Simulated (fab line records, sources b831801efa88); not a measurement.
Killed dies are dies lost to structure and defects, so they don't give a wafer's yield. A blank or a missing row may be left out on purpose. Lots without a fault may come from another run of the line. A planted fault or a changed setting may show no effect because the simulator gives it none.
One fault seen from 2 desks | flow gf180mcu | each desk has only its own numbers; what lay behind them comes last

THE TOOL OWNER'S DESK: implanter-04
The tool's own readings at GF_LVPWELL_IMPLANT_08: means of the sampled wafers that have a number, for each lot that ran on this tool. A lot is out of limits, marked OUT, if its mean lies more than 4 standard deviations from the usual mean; the brackets give that distance.
Columns: A = beam_energy_keV at GF_LVPWELL_IMPLANT_08, usual 169.99; B = beam_on_s at GF_LVPWELL_IMPLANT_08, usual 10.01 s
lot  | first seen here | A                | B
L161 | day 6 22:10     | 170.01           | 10.22
L164 | day 7 14:52     | 166.08 (-67) OUT | 9.92
L165 | day 7 19:59     | 165.99 (-69) OUT | 9.95
This desk's finding: out of limits on L164, L165; first on L164, day 7 14:52 (beam_energy_keV at GF_LVPWELL_IMPLANT_08). In limits: L161.

THE METROLOGY DESK
What the gauges read, lot by lot, whatever tool the lot ran on: means of the sampled wafers that have a number. A lot is out of limits, marked OUT, if its mean lies more than 4 standard deviations from the usual mean; the brackets give that distance.
Columns: A = NWELL_TW at GF_NWELL_TW_MEAS_11, usual 1590; B = LVPWELL_OVL at GF_LVPWELL_OVL_MEAS_07, usual 0.1 nm
lot  | first seen here | A    | B
L155 | day 4 23:16     | 1596 | -0.7
L161 | day 6 06:41     | 1589 | -1.8
L163 | day 6 17:39     | 1583 | 1.5
L164 | day 6 23:16     | 1586 | 0.5
L165 | day 7 04:40     | 1588 | 0.2
L171 | day 8 19:05     | 1582 | 0.5
This desk's finding: nothing out of limits on any of the 6 lots.

PUT TOGETHER
The tool owner's desk could have raised an alarm at day 7 14:52, on L164, L165.
The metrology desk saw nothing out of limits.
The metrology desk has L164, L165 on record, within its limits.
Of the lots named, all ran GF_LVPWELL_IMPLANT_08 on implanter-04.

WHAT THE SIMULATOR HAD PUT IN
Process parameter drift: implanter-04, from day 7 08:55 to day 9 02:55, at GF_LVPWELL_IMPLANT_08. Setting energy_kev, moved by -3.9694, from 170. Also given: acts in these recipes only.
Lots struck among those shown: L164, L165.
Hours from the fault's start to each desk's first reading out of limits: the tool owner's desk, 6.
